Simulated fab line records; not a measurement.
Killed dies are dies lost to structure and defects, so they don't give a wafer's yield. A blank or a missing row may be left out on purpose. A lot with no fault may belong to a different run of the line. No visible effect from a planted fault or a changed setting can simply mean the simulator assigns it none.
Chamber matching || flow sky130 || rieDiel-02 running SKY_FIELD_ISO_ETCH_14: 4 sister chambers
The step etches BARC in N2/H2, stops on SiO2, time 45.9 s, target depth 60 nm. 8 wafers are shown with their chamber, then 10 later ones without.

== EACH WAFER AND ITS CHAMBER ==
{"wafer": "L311.2", "chamber": 0, "drypumpMotorCurrentA (A)": 5.66, "throttleValvePct (%)": 13.229}
{"wafer": "L315.1", "chamber": 0, "drypumpMotorCurrentA (A)": 5.70, "throttleValvePct (%)": 13.235}
{"wafer": "L316.6", "chamber": 3, "drypumpMotorCurrentA (A)": 6.17, "throttleValvePct (%)": 13.217}
{"wafer": "L317.3", "chamber": 3, "drypumpMotorCurrentA (A)": 6.20, "throttleValvePct (%)": 13.222}
{"wafer": "L318.5", "chamber": 2, "drypumpMotorCurrentA (A)": 5.75, "throttleValvePct (%)": 13.223}
{"wafer": "L318.6", "chamber": 1, "drypumpMotorCurrentA (A)": 5.98, "throttleValvePct (%)": 13.233}
{"wafer": "L320.2", "chamber": 2, "drypumpMotorCurrentA (A)": 5.74, "throttleValvePct (%)": 13.217}
{"wafer": "L320.3", "chamber": 1, "drypumpMotorCurrentA (A)": 6.00, "throttleValvePct (%)": 13.222}

== WAFERS WITH NO CHAMBER GIVEN ==
{"wafer": "L320.5", "drypumpMotorCurrentA (A)": 5.71, "throttleValvePct (%)": 13.223}
{"wafer": "L321.1", "drypumpMotorCurrentA (A)": 5.75, "throttleValvePct (%)": 13.231}
{"wafer": "L321.5", "drypumpMotorCurrentA (A)": 6.18, "throttleValvePct (%)": 13.208}
{"wafer": "L321.6", "drypumpMotorCurrentA (A)": 5.73, "throttleValvePct (%)": 13.227}
{"wafer": "L326.2", "drypumpMotorCurrentA (A)": 6.01, "throttleValvePct (%)": 13.226}
{"wafer": "L326.4", "drypumpMotorCurrentA (A)": 5.67, "throttleValvePct (%)": 13.221}
{"wafer": "L326.6", "drypumpMotorCurrentA (A)": 6.18, "throttleValvePct (%)": 13.230}
{"wafer": "L330.4", "drypumpMotorCurrentA (A)": 5.68, "throttleValvePct (%)": 13.224}
{"wafer": "L330.5", "drypumpMotorCurrentA (A)": 5.74, "throttleValvePct (%)": 13.210}
{"wafer": "L330.6", "drypumpMotorCurrentA (A)": 6.00, "throttleValvePct (%)": 13.224}

== WHICH CHAMBER EACH ONE RAN IN ==
{"wafer": "L320.5", "from the rows above": "can't be placed: 2 or 0", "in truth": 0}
{"wafer": "L321.1", "from the rows above": "can't be placed: 2 or 0", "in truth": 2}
{"wafer": "L321.5", "from the rows above": 3, "in truth": 3}
{"wafer": "L321.6", "from the rows above": "can't be placed: 2 or 0", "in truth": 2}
{"wafer": "L326.2", "from the rows above": 1, "in truth": 1}
{"wafer": "L326.4", "from the rows above": "can't be placed: 0 or 2", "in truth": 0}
{"wafer": "L326.6", "from the rows above": 3, "in truth": 3}
{"wafer": "L330.4", "from the rows above": "can't be placed: 0 or 2", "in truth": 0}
{"wafer": "L330.5", "from the rows above": 2, "in truth": 2}
{"wafer": "L330.6", "from the rows above": 1, "in truth": 1}
Correct placement for 5 of the 10. Not placeable from these rows: 5 (in 5, the candidates include the true chamber). 0 placed wrongly.
How it was worked out, from the rows above alone: a wafer's distance from a chamber is the root of the sum, over the readings, of the square of ((its reading less the chamber's mean) divided by the reading's scatter). The wafer belongs to the nearest chamber; if the next one is less than 2 further off, it can't be placed. Each chamber's mean is taken over the wafers shown for it. The scatter is the square root of a quotient: the sum, over the shown wafers, of each reading's squared deviation from its chamber's mean, divided by wafers minus chambers.
